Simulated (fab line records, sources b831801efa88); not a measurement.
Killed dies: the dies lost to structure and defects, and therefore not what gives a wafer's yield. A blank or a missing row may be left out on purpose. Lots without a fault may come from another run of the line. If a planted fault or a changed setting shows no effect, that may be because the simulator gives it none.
fab line records    flow sky130
record lots=12  wafers=36  last-day=50
route steps=708 shown LDD_HVP@287 SD_P@324 RES_XHIGH@341 SD_N@349 PAD_OPEN@708
lots with no fault: from the same line, run without faults
start-h: start of the lot's first displayed wafer, in hours after the record's first day    wait-h: how many hours have passed since the lot's step before this one    " identical to the entry in the row above    L1.1+2: a single row standing in for several wafers    - value missing, or start not given    * or withheld: withheld    < > ~ a bound
route shown NAME@n: names a module that has steps shown in the file, with the first one's number in the route    usual: mean/standard deviation of fault-free wafers    same: alike in all rows    chamber/n: place in a boat    sites: each site's reading    _std_site: standard deviation across them    _edge_site: inner sites' mean taken away from outer sites' mean    radius-mm: how far each site lies from the wafer's centre    mask NAME#n: copy n    behind: the most recent tool/chamber to have shaped the wafer    hold: why the lot went on hold/how many hours it stayed there/how the hold came to an end    device: whichever transistor did not switch (one of n, p or np)    end of line: the same wafers' tests at the end of the route    step lacking rows: just its recipe    killed: at the first sort, the dies lost to defects and structure; wafer yield is something else    map: shows each die of a wafer: x if killed, . if not, _ if none is there
set.NAME: the setting the step ran with; set.NAME@STEP: the setting that earlier step ran with    model.NAME: the simulator's own value behind a step, which no gauge read
a sample of lots followed through the steps of the route, with each step as a table and each wafer as a row
services: when a tool's chamber went out of use (start-h, in hours from the record's first day, below 0 if earlier), for how many hours, and the reason
## steps
# step SKY_LDD_HVP_STRIP_09
# recipe chemistry=O2/N2  power-w=1400  pressure-mtorr=1500  platen-temp-c=withheld  o2-flow-sccm=3000  n2-flow-sccm=300  overash-fraction=0.5
# usual drypump-motor-current-A=5.59/0.3  n2-flow-sccm=300.2/0.88  oes-product-au=0.409/0.0046  strip-time-to-endpoint-s=4.139/0.014
lot.wafer  tool             chamber  start-h  wait-h  drypump-motor-current-A  n2-flow-sccm  oes-product-au  rf-hours-counter-h  strip-time-to-endpoint-s
L777.1     plasma-asher-02  1        510.66   0.1     5.51                     298.5         0.408           85                  4.171
L777.4     "                1        "        "       5.50                     299.8         0.406           -                   4.134
L777.5     "                0        "        "       5.63                     301.0         0.413           -                   4.127
L778.2     plasma-asher-03  0        526.16   0.1     5.42                     300.0         0.419           40                  4.132
L778.5     "                1        "        "       5.11                     300.2         0.409           -                   4.121
L778.6     "                0        "        "       5.44                     299.9         0.417           -                   4.137
L780.2     plasma-asher-03  1        543.01   0.1     5.16                     301.1         0.405           41                  4.127
L780.4     "                1        "        "       5.15                     300.5         0.401           -                   4.140
L780.6     "                1        "        "       5.13                     300.4         0.414           -                   4.141
L781.3     plasma-asher-01  0        552.54   0.1     6.08                     300.4         0.404           -                   4.127
L781.4     "                1        "        "       5.59                     299.9         0.403           -                   4.129
L781.6     "                1        "        "       5.56                     301.4         0.408           -                   4.128
L788.2     plasma-asher-01  1        617.96   0.1     5.60                     300.0         0.400           77                  4.133
L788.4     "                0        "        "       6.09                     300.4         0.411           -                   4.139
L788.6     "                0        "        "       6.09                     301.1         0.414           -                   4.142
L791.1     plasma-asher-03  1        635.41   0.1     5.15                     299.9         0.408           50                  4.136
L791.2     "                0        "        "       5.45                     299.3         0.402           50                  4.171
L791.4     "                0        "        "       5.45                     301.5         0.405           -                   4.151
L792.1     plasma-asher-01  1        639.75   0.1     5.61                     299.2         0.412           79                  4.160
L792.3     "                1        "        "       5.62                     298.5         0.408           -                   4.140
L792.4     "                0        "        "       6.07                     300.3         0.413           -                   4.139
L793.2     plasma-asher-02  1        654.95   0.1     5.50                     301.4         0.403           101                 4.130
L793.4     "                1        "        "       5.51                     299.6         0.407           -                   4.148
L793.5     "                0        "        "       5.63                     300.0         0.408           -                   4.146
L794.2     plasma-asher-01  0        655.81   0.1     6.10                     300.4         0.403           81                  4.122
L794.5     "                0        "        "       6.08                     299.5         0.409           -                   4.115
L794.6     "                1        "        "       5.56                     299.7         0.408           -                   4.162
L795.4     plasma-asher-01  0        669.98   0.1     6.09                     300.8         0.412           -                   4.129
L795.5     "                0        "        "       6.09                     301.7         0.407           -                   4.148
L795.6     "                1        "        "       5.64                     299.4         0.411           -                   4.120
L796.1     plasma-asher-01  0        671.31   0.1     6.06                     302.5         0.404           82                  4.174
L796.2     "                1        "        "       5.62                     300.4         0.409           82                  4.135
L796.5     "                1        "        "       5.61                     300.0         0.416           -                   4.133
L797.1     plasma-asher-02  1        682.76   0.1     5.51                     300.4         0.413           102                 4.133
L797.5     "                1        "        "       5.51                     299.5         0.409           -                   4.152
L797.6     "                0        "        "       5.62                     301.8         0.408           -                   4.128
# step SKY_SD_P_EXPOSE_04
# recipe mask-id=PSDM  na=0.6  source-shape=conventional  sigma-outer=0.6  polarization=unpolarized  target-cd-nm=380  dose-mj=138
# same sigma-outer=0.6
lot.wafer   tool              chamber  start-h  wait-h  mask
L777.1+4+5  iline-stepper-01  0        586.92   -       PSDM#0
L778.2+5+6  iline-stepper-01  0        603.87   -       PSDM#0
L780.2+4+6  iline-stepper-02  0        618.39   -       PSDM#0
L781.3+4+6  iline-stepper-01  0        627.96   -       PSDM#0
L788.2+4+6  iline-stepper-01  0        693.44   -       PSDM#0
L791.1+2+4  iline-stepper-02  0        708.87   -       PSDM#0
L792.1+3+4  iline-stepper-01  0        713.26   -       PSDM#0
L793.2+4+5  iline-stepper-01  0        729.04   -       PSDM#0
L794.2+5+6  iline-stepper-01  0        730.16   -       PSDM#0
L795.4+5+6  iline-stepper-02  0        743.43   -       PSDM#0
L796.1+2+5  iline-stepper-01  0        746.32   -       PSDM#0
L797.1+5+6  iline-stepper-02  0        754.50   -       PSDM#0
# step SKY_SD_P_OVL_MEAS_08
# usual SD_P_OVL=0.5/1.3
lot.wafer  tool        chamber  start-h  wait-h  hold                      SD_P_OVL[nm]
L777.1     overlay-01  -        601.99   0.1     -                         2.6
L777.4     "           -        "        "       -                         1.6
L777.5     "           -        "        "       -                         1.7
L778.2     overlay-01  -        617.22   0.1     -                         -0.4
L778.5     "           -        "        "       -                         1.2
L778.6     "           -        "        "       -                         0.8
L780.2     overlay-02  -        633.60   0.1     -                         -2.2
L780.4     "           -        "        "       -                         -2.5
L780.6     "           -        "        "       -                         -1.8
L781.3     overlay-02  -        642.55   0.1     -                         2.0
L781.4     "           -        "        "       -                         1.0
L781.6     "           -        "        "       -                         1.0
L788.2     overlay-02  -        707.17   0.1     -                         0.4
L788.4     "           -        "        "       -                         2.0
L788.6     "           -        "        "       -                         1.0
L791.1     overlay-01  -        721.99   0.1     -                         0.0
L791.2     "           -        "        "       -                         -1.2
L791.4     "           -        "        "       -                         0.4
L792.1     overlay-01  -        727.54   0.1     -                         1.8
L792.3     "           -        "        "       -                         1.0
L792.4     "           -        "        "       -                         0.2
L793.2     overlay-01  -        742.00   0.1     await-dispo/0.2h/release  36.4
L793.4     "           -        "        "       await-dispo/0.2h/release  35.2
L793.5     "           -        "        "       await-dispo/0.2h/release  35.1
L793.2     overlay-01  -        742.20   0.2     -                         35.5
L793.4     "           -        "        "       -                         34.3
L793.5     "           -        "        "       -                         34.5
L794.2     overlay-02  -        743.27   0.1     await-dispo/0.2h/release  37.6
L794.5     "           -        "        "       await-dispo/0.2h/release  38.5
L794.6     "           -        "        "       await-dispo/0.2h/release  37.2
L794.2     overlay-02  -        743.47   0.2     -                         37.0
L794.5     "           -        "        "       -                         37.4
L794.6     "           -        "        "       -                         36.8
L795.4     overlay-02  -        757.98   0.1     -                         1.1
L795.5     "           -        "        "       -                         1.5
L795.6     "           -        "        "       -                         1.8
L796.1     overlay-02  -        760.44   0.1     await-dispo/0.2h/release  40.0
L796.2     "           -        "        "       await-dispo/0.2h/release  37.0
L796.5     "           -        "        "       await-dispo/0.2h/release  37.8
L796.1     overlay-02  -        760.65   0.2     -                         39.1
L796.2     "           -        "        "       -                         36.9
L796.5     "           -        "        "       -                         37.1
L797.1     overlay-02  -        768.04   0.1     -                         -1.6
L797.5     "           -        "        "       -                         -0.4
L797.6     "           -        "        "       -                         0.1
# step SKY_RES_XHIGH_TW_MEAS_09
# usual RES_XHIGH_TW=1649/8.8
lot.wafer  tool           chamber  start-h  wait-h  RES_XHIGH_TW
L777.1     film-metro-01  -        631.16   0.1     1660
L777.4     "              -        "        "       1664
L777.5     "              -        "        "       1657
L778.2     film-metro-04  -        646.22   0.1     1653
L778.5     "              -        "        "       1646
L778.6     "              -        "        "       1648
L780.2     film-metro-01  -        662.63   0.1     1659
L780.4     "              -        "        "       1657
L780.6     "              -        "        "       1652
L781.3     film-metro-01  -        671.74   0.1     1659
L781.4     "              -        "        "       1658
L781.6     "              -        "        "       1656
L788.2     film-metro-03  -        735.32   0.1     1651
L788.4     "              -        "        "       1645
L788.6     "              -        "        "       1652
L791.1     film-metro-04  -        749.37   0.1     1651
L791.2     "              -        "        "       1648
L791.4     "              -        "        "       1643
L792.1     film-metro-04  -        754.16   0.1     1642
L792.3     "              -        "        "       1644
L792.4     "              -        "        "       1649
L793.2     film-metro-01  -        769.77   0.1     1639
L793.4     "              -        "        "       1645
L793.5     "              -        "        "       1643
L794.2     film-metro-01  -        770.88   0.1     1639
L794.5     "              -        "        "       1641
L794.6     "              -        "        "       1637
L795.4     film-metro-01  -        785.55   0.1     1639
L795.5     "              -        "        "       1647
L795.6     "              -        "        "       1631
L796.1     film-metro-03  -        787.57   0.1     1662
L796.2     "              -        "        "       1658
L796.5     "              -        "        "       1670
L797.1     film-metro-04  -        794.52   0.1     1648
L797.5     "              -        "        "       1652
L797.6     "              -        "        "       1657
# step SKY_SD_N_CD_MEAS_07
# recipe target-cd-nm=380
# usual cd-nm=378.9/3
lot.wafer  tool       chamber  start-h  wait-h  cd-nm
L777.1     cd-sem-01  -        659.26   0.1     377.8
L777.4     "          -        "        "       376.8
L777.5     "          -        "        "       377.8
L778.2     cd-sem-01  -        674.81   0.1     384.7
L778.5     "          -        "        "       384.6
L778.6     "          -        "        "       385.0
L780.2     cd-sem-02  -        690.89   0.1     379.7
L780.4     "          -        "        "       378.2
L780.6     "          -        "        "       380.2
L781.3     cd-sem-02  -        700.33   0.1     376.8
L781.4     "          -        "        "       377.9
L781.6     "          -        "        "       380.3
L788.2     cd-sem-01  -        762.26   0.1     379.3
L788.4     "          -        "        "       378.6
L788.6     "          -        "        "       377.5
L791.1     cd-sem-01  -        776.19   0.1     382.7
L791.2     "          -        "        "       381.1
L791.4     "          -        "        "       383.9
L792.1     cd-sem-02  -        780.31   0.1     382.4
L792.3     "          -        "        "       381.7
L792.4     "          -        "        "       382.0
L793.2     cd-sem-02  -        796.43   0.1     383.0
L793.4     "          -        "        "       378.3
L793.5     "          -        "        "       381.7
L794.2     cd-sem-01  -        797.73   0.1     381.2
L794.5     "          -        "        "       383.8
L794.6     "          -        "        "       383.8
L795.4     cd-sem-01  -        811.42   0.1     378.3
L795.5     "          -        "        "       377.7
L795.6     "          -        "        "       377.0
L796.1     cd-sem-02  -        813.56   0.1     376.2
L796.2     "          -        "        "       378.2
L796.5     "          -        "        "       377.9
L797.1     cd-sem-02  -        820.86   0.1     376.3
L797.5     "          -        "        "       376.4
L797.6     "          -        "        "       376.8
# step SKY_PAD_OPEN_PROBE_99
# usual killed_at_M0_to_M3=43/7.6  killed_at_M4_up=2.9/1.9  killed-at-contacts=24/5  killed-at-front-end=15/4.3  killed-at-other=0.3/0.54  killed-dies=85/10  killed-open=47/7  killed-short=38/6.4
# same gross-dies=492  killed-at-back-side=0
lot.wafer  tool       chamber  start-h  wait-h  killed_at_M0_to_M3  killed_at_M4_up  killed-at-contacts  killed-at-front-end  killed-at-other  killed-dies  killed-open  killed-short
L793.2     prober-02  -        1180.74  0.1     49                  2                18                  9                    1                79           38           41
L793.4     prober-02  -        1180.84  0.2     35                  4                26                  11                   0                76           39           37
L793.5     prober-02  -        1180.89  0.2     37                  3                24                  14                   0                78           39           39
# killed by level:class
L793.2 VIA1:geometric-particle:open=12 CONTACT:geometric-particle:open=7 VIA1:geometric-particle:short=7 METAL1:geometric-particle:short=7 VIA2:geometric-particle:short=5 LI_CONTACT:geometric-particle:open=4 METAL2:geometric-particle:short=4 VIA2:geometric-particle:open=4
L793.4 CONTACT:geometric-particle:open=8 METAL1:geometric-particle:short=8 LI_CONTACT:geometric-particle:open=6 CONTACT:geometric-particle:short=6 VIA1:geometric-particle:open=5 VIA3:geometric-particle:open=5 POLY_GATE:geometric-particle:open=4 LOCAL_INTERCONNECT:geometric-particle:short=4
L793.5 LI_CONTACT:geometric-particle:open=9 FIELD_ISO:geometric-particle:short=7 CONTACT:geometric-particle:open=7 METAL1:geometric-particle:short=6 VIA2:geometric-particle:open=5 VIA3:geometric-particle:open=5 VIA3:geometric-particle:short=4 VIA1:geometric-particle:open=4
## services
tool              chamber  start-h  hours  kind
iline-stepper-01  -        502.61   1.7    pm
plasma-asher-01   -        508.07   11.0   repair
plasma-asher-01   -        520.33   11.1   repair
iline-stepper-02  -        525.49   2.5    repair
iline-stepper-02  -        562.31   10.7   repair
iline-stepper-02  -        601.11   1.7    pm
plasma-asher-03   -        661.21   2.8    pm
plasma-asher-02   -        665.20   16.8   repair
iline-stepper-02  -        712.49   2.7    repair
iline-stepper-01  -        720.79   1.7    pm
plasma-asher-01   -        732.18   2.8    pm
plasma-asher-02   -        733.80   9.0    pm
plasma-asher-02   0        733.80   9.0    vent-cycle
plasma-asher-02   1        733.80   9.0    vent-cycle
plasma-asher-02   0        742.80   -      clean
plasma-asher-02   1        742.80   -      clean
plasma-asher-02   -        751.26   4.6    repair
## key
first-sign step=SKY_SD_P_OVL_MEAS_08  reading=visit  direction=added
effect step=SKY_SD_P_OVL_MEAS_08  reading=SD_P_OVL  direction=up  sigmas=28  usual=0.5  struck=37.2
met-at SKY_SD_P_EXPOSE_04
struck-lots L793,L794,L796
tester-left-out L793,L794,L796
not-acting-at SKY_LDD_HVP_STRIP_09,SKY_RES_XHIGH_TW_MEAS_09,SKY_SD_N_CD_MEAS_07
onset-between 713.26 729.04
fault kind=scanner-matching-overlay  tool=iline-stepper-01  chamber=-  onset-h=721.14  steps=SKY_SD_P_EXPOSE_04  offset=36.417
# tester-left-out: of these lots the tester's yield and bins aren't shown, on N5 and GAA mostly nor the transistor test; their killed dies are dies lost to structure and defects alone, not to doping, threshold or leakage, so they don't give the yield
